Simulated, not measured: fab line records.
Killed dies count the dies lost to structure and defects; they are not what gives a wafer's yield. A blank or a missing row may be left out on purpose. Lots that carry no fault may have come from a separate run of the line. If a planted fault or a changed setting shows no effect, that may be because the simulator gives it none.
8D (eight disciplines) problem report, filled in by code | flow sfq line | the parts of the form that need people (team, actions taken, sign-off) are left out

## 1. THE ISSUE
Mean of rf fwd power W at SFQ_TRILAYER_I0_DEP_PECVD_027: 211.8 W across 6 wafers in 2 lots; on wafers with no fault it is 182.2 W (standard deviation 0.62). That puts it +48 standard deviations away from the usual mean.
The step: deposits SiO2 from SiH4/N2O, time 111.11 s, target thk 500 nm.
Seen first at day 16 04:05 on pecvd-02, wafer L820.3. The record has a number at this step for 42 wafers belonging to 14 lots. The rule behind "out" and "out of limits": a value lying over 4 standard deviations away from the usual mean. The other wafers with a number count as sound.

## 2. WHAT IT IS, AND WHAT IT ISN'T
question                    | is                     | is not
which readings at this step | rf fwd power W         | heater power w, throttle valve pct
which lots                  | L820, L821             | L808, L810, L813, L815, L816, L818, L822, L823, L824, L826, L827, L829
which wafers of those lots  | all that have a number | -
read on which tools         | pecvd-02               | pecvd-01, pecvd-03
when                        | from day 16 04:05      | up to then (18 sound wafers); but 18 sound wafers of L822, L823, L824, L826, L827, L829 came after

## 3. THE SUSPECTS, EACH WITH WHAT RULES IT OUT
Counting: a tool stays on the suspect list if, at a process step up to the reading, it processed all lots that are out and no sound lot following the first of them.
- pecvd-02 at SFQ_TRILAYER_I0_DEP_PECVD_027 (deposits SiO2 from SiH4/N2O, time 111.11 s, target thk 500 nm): ruled out as a lasting fault. The sound lots L826, L827 went through it after L820, its earliest lot that is out (day 16 04:05).
Left after counting: nothing in the record.

## 4. THE CAUSE (what the simulator had put in)
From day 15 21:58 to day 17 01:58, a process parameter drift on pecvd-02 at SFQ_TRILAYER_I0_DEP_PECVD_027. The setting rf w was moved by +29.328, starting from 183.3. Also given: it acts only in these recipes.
Counting ruled it out, wrongly.

## 5. THE EFFECT CHAIN, in route order
One row per reading whose mean, taken over the struck wafers that have a number, lies over 3 standard deviations from the usual. Only readings for which the record gives a usual standard deviation are gone through. hours: the time from each lot's start at the first step in this table that gives one to its start at this step, as a median over the lots. sigmas: the change in usual standard deviations.
hours | step                          | reading        | usual   | on struck wafers | change | sigmas
0     | SFQ_TRILAYER_I0_DEP_PECVD_027 | rf fwd power W | 182.2 W | 211.8            | +29.7  | +48
Here are the process steps it includes:
- SFQ_TRILAYER_I0_DEP_PECVD_027: deposits SiO2 from SiH4/N2O, time 111.11 s, target thk 500 nm.
Later measuring or inspecting steps at which every struck wafer that the step has a row for has a number for every such reading, and none has moved that far: SFQ_M8_RS_MEAS_949.

## 6. WHAT WOULD HAVE CAUGHT IT SOONER
In this record no reading fell out of limits until day 16 04:05, 6 hours after the fault had begun at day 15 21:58.
